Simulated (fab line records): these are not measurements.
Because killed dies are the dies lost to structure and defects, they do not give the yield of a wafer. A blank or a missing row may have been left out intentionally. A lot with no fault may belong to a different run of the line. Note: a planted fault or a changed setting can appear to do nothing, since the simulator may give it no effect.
Comparing a struck lot with a sound one | flow gf180mcu | 18 steps out of a route of 602
Sound: the wafers L422.1, L422.5, L422.6. Wafers L411.1, L411.2, L411.4 were the ones struck. At the end, the cause is stated.
Each step with rows lists, per side, the tool, then ch with its chambers, then its first start. Under that, the readings that differ: sound wafers | struck wafers | difference of the means | sigmas: that difference in standard deviations of wafers without a fault.
alike: readings whose means differ by less than 2 such deviations, and words and numbers that are the same on both sides. not compared: withheld readings, readings that some wafer has no value for, bounds like >300 that may hide the same value, and numbers for which the record gives no deviation and whose values overlap.
Wherever a step has rows on one side only, a row that says differs or no value, or a row with sigmas, the two part there. Numbers that have no deviation but don't overlap get no sigmas and don't part them. A reading that every wafer of one side lacks parts them only if that side has two wafers or more.

first, 2 steps without rows for these wafers: GF_CONTACT_PEB_12 (peb time 90 s); GF_CONTACT_DEVELOP_13 (develop time 60 s).
GF_CONTACT_CD_MEAS_14: the cd target is 220 nm.
  sound on cd_sem-02, day 22 15:03; struck on cd_sem-01, day 18 21:02
  reading    | sound             | struck            | difference | sigmas
  cd_nm (nm) | 223.4 222.3 223.3 | 219.5 218.0 217.5 | -4.7       | -2
GF_CONTACT_OVL_MEAS_15:
  sound on overlay-02, day 22 15:10; struck on overlay-02, day 18 21:09
  alike: CONTACT_OVL
GF_CONTACT_ETCH_16: etches BARC in N2/H2.
  sound on rie_diel-04 ch 2,3, day 22 15:12; struck on rie_diel-02 ch 1,2,3, day 18 21:11
  alike: drypump_motor_current_A, oes_product_au, throttle_valve_pct
GF_CONTACT_ETCH_17: etches SiO2 in C4F8/O2/Ar, stops on CoSi2, target depth 860 nm.
  sound on rie_diel-04 ch 2,3; struck on rie_diel-02 ch 1,2,3
  alike: oes_product_au
GF_CONTACT_STRIP_18: strips in O2/N2.
  sound on plasma_asher-02 ch 0,1, day 22 15:22; struck on plasma_asher-02 ch 0,1, day 18 21:21
  alike: drypump_motor_current_A, heater_power_w, oes_product_au
  not compared: rf_hours_counter_h
then, 3 steps without rows for these wafers: GF_CONTACT_CLEAN_19 (cleans in SPM); GF_CONTACT_CLEAN_20 (cleans in DIW); GF_CONTACT_CLEAN_21 (cleans in dHF, time 20 s).
GF_CONTACT_SPUTTER_22: material Ti, target thk 15 nm, time 80.02 s.
  sound on pvd_sputter-01, day 22 15:40; struck on pvd_sputter-01, day 18 21:40
  alike: cathode_dc_power_W, throttle_valve_pct
GF_CONTACT_SPUTTER_23: material TiN, target thk 10 nm, time 40 s.
  sound on pvd_sputter-01, day 22 15:44; struck on pvd_sputter-01, day 18 21:43
  alike: cathode_dc_power_W, throttle_valve_pct
GF_CONTACT_CVD_24: deposits W, target thk 300 nm, time 90.339 s.
  sound on cvd_w-01 ch 0,1, day 22 15:46; struck on cvd_w-02 ch 0,1, day 18 21:46
  reading                               | sound                | struck               | difference | sigmas
  heater_power_w (W)                    | 1051 1036 1022       | 945 703 699          | -254       | -2
  susceptor_temp_C (C)                  | 400.16 399.92 399.66 | 390.41 390.69 390.44 | -9.40      | -34
  model.W_of_CONTACT_CVD_24.thk_nm (nm) | 299.9 298.3 300.4    | 251.6 245.3 246.5    | -51.7      |
GF_CONTACT_RS_MEAS_25: measurement is done with a four-point probe.
  sound on film_metro-03, day 22 15:52; struck on film_metro-03, day 18 21:52
  reading               | sound             | struck            | difference | sigmas
  CONTACT_W_RS (ohm/sq) | 0.383 0.385 0.382 | 0.458 0.469 0.468 | +0.082     | +21
GF_CONTACT_THK_MEAS_26: measures by xrf.
  sound on film_metro-03, day 22 15:59; struck on film_metro-03, day 18 21:59
  reading            | sound       | struck      | difference | sigmas
  CONTACT_W_THK (nm) | 304 302 304 | 252 246 247 | -55        | -16
GF_CONTACT_CMP_27: polishes, stops on SiO2, t overpolish 15 s, target thk 0 nm.
  sound on cmp-01 ch 0,2,3, day 22 16:09; struck on cmp-02 ch 0,1,2, day 18 22:17
  reading                | sound    | struck   | difference | sigmas
  time_to_endpoint_s (s) | 73 78 66 | 69 61 57 | -10        | -2
  alike: motor_current_A, retaining_ring_pressure_frac
then, 1 step without rows for these wafers: GF_M1_SPUTTER_00 (material Ti, target thk 37.5 nm, time 150 s).
-- the record jumps here: 12 days lie between the struck wafers' starts before and after (it left off in module M1 and takes up again in module PASSIVATION, whose first step shown is number 602 of the route) --
GF_PASSIVATION_PROBE_99:
  record: rows for the struck wafers here (prober-02, day 31 10:15), none for the sound ones

## WHERE THEY PART
First at GF_CONTACT_CD_MEAS_14; last, within this record, at GF_PASSIVATION_PROBE_99.

WHY: whatever the simulator had introduced
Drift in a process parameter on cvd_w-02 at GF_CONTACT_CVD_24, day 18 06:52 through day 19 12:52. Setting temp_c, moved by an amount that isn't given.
